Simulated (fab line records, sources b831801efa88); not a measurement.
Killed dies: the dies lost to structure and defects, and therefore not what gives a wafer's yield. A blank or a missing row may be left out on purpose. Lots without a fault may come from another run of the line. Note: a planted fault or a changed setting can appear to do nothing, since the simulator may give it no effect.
A single fault, viewed from 2 desks | flow gf180mcu | numbers are kept per desk, each desk with only its own; the story behind them comes last

## FROM THE METROLOGY DESK
Means of the sampled wafers that have a number, per lot and without regard to the tool the lot ran on: this is what the gauges read. The brackets show how far a lot's mean lies from the usual mean; more than 4 standard deviations puts the lot out of limits, marked OUT.
Columns: A = TOP_METAL_ALCU_THK at GF_TOP_METAL_THK_MEAS_06, usual 910 nm; B = TOP_METAL_OVL at GF_TOP_METAL_OVL_MEAS_15, usual 1.3 nm
lot  | first seen here | A              | B
L594 | day 27 08:13    | 906            | 0.6
L597 | day 28 01:54    | 924            | 1.9
L599 | day 28 23:10    | 917            | 1.9
L600 | day 29 06:21    | 914            | 0.4
L601 | day 29 11:47    | 922            | -0.6
L603 | day 30 03:21    | 915            | -0.1
L607 | day 31 02:47    | 890            | 1.1
L613 | day 32 16:52    | 982 (+5.6) OUT | 3.1
L614 | day 32 22:44    | 975 (+5.0) OUT | -0.9
L615 | day 33 02:27    | 900            | -0.2
L616 | day 33 06:34    | 922            | 1.2
L617 | day 33 12:16    | 928            | 2.1
Per this desk, out of limits: L613, L614; the first was L613, day 32 16:52 (TOP_METAL_ALCU_THK at GF_TOP_METAL_THK_MEAS_06). L594, L597, L599, L600, L601, L603, L607, L615, L616, L617 stayed within limits.

## DESK OF THE TOOL OWNER: pvd_sputter-04
The tool's own readings at GF_TOP_METAL_SPUTTER_04 (material TiN, target thk 25 nm, time 20.8 s): means of the sampled wafers that have a number, for each lot that ran on this tool. The brackets show how far a lot's mean lies from the usual mean; more than 4 standard deviations puts the lot out of limits, marked OUT.
Columns: A = cathode_dc_power_W at GF_TOP_METAL_SPUTTER_04, usual 6499.9 W; B = chamber_pressure_pa at GF_TOP_METAL_SPUTTER_04, usual 0.4001 Pa; C = throttle_valve_pct at GF_TOP_METAL_SPUTTER_04, usual 30.4 %
lot  | first seen here | A      | B      | C
L594 | day 27 08:04    | 6499.7 | 0.4004 | 31.3
L600 | day 29 06:11    | 6500.7 | 0.3990 | 30.8
L616 | day 33 06:25    | 6500.4 | 0.4001 | 31.2
L617 | day 33 12:07    | 6501.2 | 0.4002 | 30.6
Finding of this desk: none of the 4 lots has anything out of limits.

## BROUGHT TOGETHER
On L613, L614, the metrology desk was in a position to raise an alarm at day 32 16:52.
The desk of the tool owner found nothing out of limits.
The tool owner's desk has no number on record for L613, L614.
On pvd_sputter-04, each named lot ran GF_TOP_METAL_SPUTTER_04.

## WHAT THE SIMULATOR HAD INSERTED
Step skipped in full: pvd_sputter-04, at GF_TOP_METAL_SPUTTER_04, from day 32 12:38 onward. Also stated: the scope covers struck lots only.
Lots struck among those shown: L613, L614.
Hours from the fault's start to each desk's first reading out of limits: the metrology desk, 4.
